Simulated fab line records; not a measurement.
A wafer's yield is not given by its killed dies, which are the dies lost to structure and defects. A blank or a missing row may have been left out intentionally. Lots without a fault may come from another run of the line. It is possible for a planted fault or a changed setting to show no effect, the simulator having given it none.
Which tool was responsible? | flow sky130 | 6 lots, 18 wafers sampled, at 3 steps of a route of 708

## WHAT EACH GAUGE READ, for each wafer
SKY_NWELL_TW_MEAS_26.
lot  | measured     | on            | NWELL_2_TW
L605 | day 6 20:50  | film metro-03 | 550 550 549
L608 | day 7 14:42  | film metro-04 | 554 556 554
L612 | day 8 13:38  | film metro-02 | 494 495 493
L616 | day 9 20:33  | film metro-03 | 488 489 488
L620 | day 10 19:03 | film metro-02 | 498 497 497
L622 | day 11 05:11 | film metro-02 | 495 497 499

## EACH LOT AND THE TOOL THAT RAN IT (in order: tool; ch and the chambers of the sampled wafers; start)
lot  | SKY_FIELD_ISO_SOFTBAKE_09                   | SKY_NWELL_IMPLANT_24
L605 | litho track-01 ch 0, day 3 11:50 or earlier | implanter-03 ch 0, day 6 20:35
L608 | litho track-04 ch 0, day 4 02:44 or earlier | implanter-03 ch 0, day 7 14:28
L612 | litho track-04 ch 0, day 4 23:08 or earlier | implanter-01 ch 0, day 8 13:23
L616 | litho track-02 ch 0, day 5 23:01 or earlier | implanter-01 ch 0, day 9 20:18
L620 | litho track-02 ch 0, day 6 19:00 or earlier | implanter-03 ch 0, day 10 18:48
L622 | litho track-04 ch 0, day 7 05:59 or earlier | implanter-01 ch 0, day 11 04:58
- SKY_FIELD_ISO_SOFTBAKE_09: time 94.25 s.
- SKY_NWELL_IMPLANT_24

## THE ANSWER, worked out from the rows above alone
Rule: what is usual is taken from the lots themselves. The widest of any qualifying gaps counts: lots, ordered by their means at a reading, are off when they make up no more than a third of the lots, leave a main group of 4 or more, and stand apart from it by 3 or more times the standard deviation of that group's means. A main group is skipped when, at the precision printed for the reading in the tables above, its means are all equal. Also off: a lot with no number at a reading for which 4 or more lots have one. Any other lot the step has rows for is counted as sound.
Off: L605, L608, at SKY_NWELL_TW_MEAS_26 (NWELL_2_TW). The main group has a mean of 494 with a standard deviation of 3.6.
If a tool, at a process step before that reading, ran all the lots that are off and no sound lot after the first of them, it fits. Those tools and the gauges at SKY_NWELL_TW_MEAS_26 are tried in the same way. With no start given for some of its lots, SKY_FIELD_ISO_SOFTBAKE_09 uses the hours and lot order of SKY_FIELD_ISO_CD_MEAS_13. Not one of the candidates tried fits.

## WHAT THE SIMULATOR PUT IN
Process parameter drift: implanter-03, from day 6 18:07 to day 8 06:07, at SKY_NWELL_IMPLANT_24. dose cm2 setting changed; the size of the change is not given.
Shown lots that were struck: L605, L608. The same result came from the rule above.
